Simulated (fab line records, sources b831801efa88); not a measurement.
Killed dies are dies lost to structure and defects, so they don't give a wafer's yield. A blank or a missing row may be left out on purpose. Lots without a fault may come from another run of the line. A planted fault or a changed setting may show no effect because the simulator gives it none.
Chamber matching | flow gf180mcu | GF_V5_CVD_02 on pecvd-02: 3 sister chambers
The step deposits SiO2 from TEOS, target thk 1450 nm, time 163.28 s. 3 wafers are shown with their chamber, then 7 later ones without.

WAFERS WITH THEIR CHAMBER
wafer  | chamber | heater_power_w (W)
L088.4 | 1       | 643
L089.1 | 2       | 713
L089.2 | 0       | 739

WAFERS WITHOUT THEIR CHAMBER
wafer  | heater_power_w (W)
L089.3 | 776
L089.4 | 559
L089.5 | 595
L089.6 | 644
L090.3 | 737
L090.4 | 584
L090.5 | 564

WHICH CHAMBER EACH WENT THROUGH
wafer  | from the rows above          | in truth
L089.3 | can't be placed: 0 or 2 or 1 | 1
L089.4 | can't be placed: 1 or 2 or 0 | 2
L089.5 | can't be placed: 1 or 2 or 0 | 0
L089.6 | can't be placed: 1 or 2 or 0 | 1
L090.3 | can't be placed: 0 or 2 or 1 | 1
L090.4 | can't be placed: 1 or 2 or 0 | 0
L090.5 | can't be placed: 1 or 2 or 0 | 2
Placed correctly: 0 of 7. Can't be placed from these rows: 7 (the true chamber is among the candidates in 7). Placed wrongly: 0.
How it was worked out, from the rows above alone: a wafer's distance from a chamber is the root of the sum, over the readings, of the square of ((its reading less the chamber's mean) divided by the reading's scatter). The wafer belongs to the nearest chamber; if the next one is less than 2 further off, it can't be placed. A chamber's mean is the mean of its shown wafers. The scatter: with one shown wafer a chamber, the root of the mean of the squares of how far each hidden wafer lies from its nearest shown one.
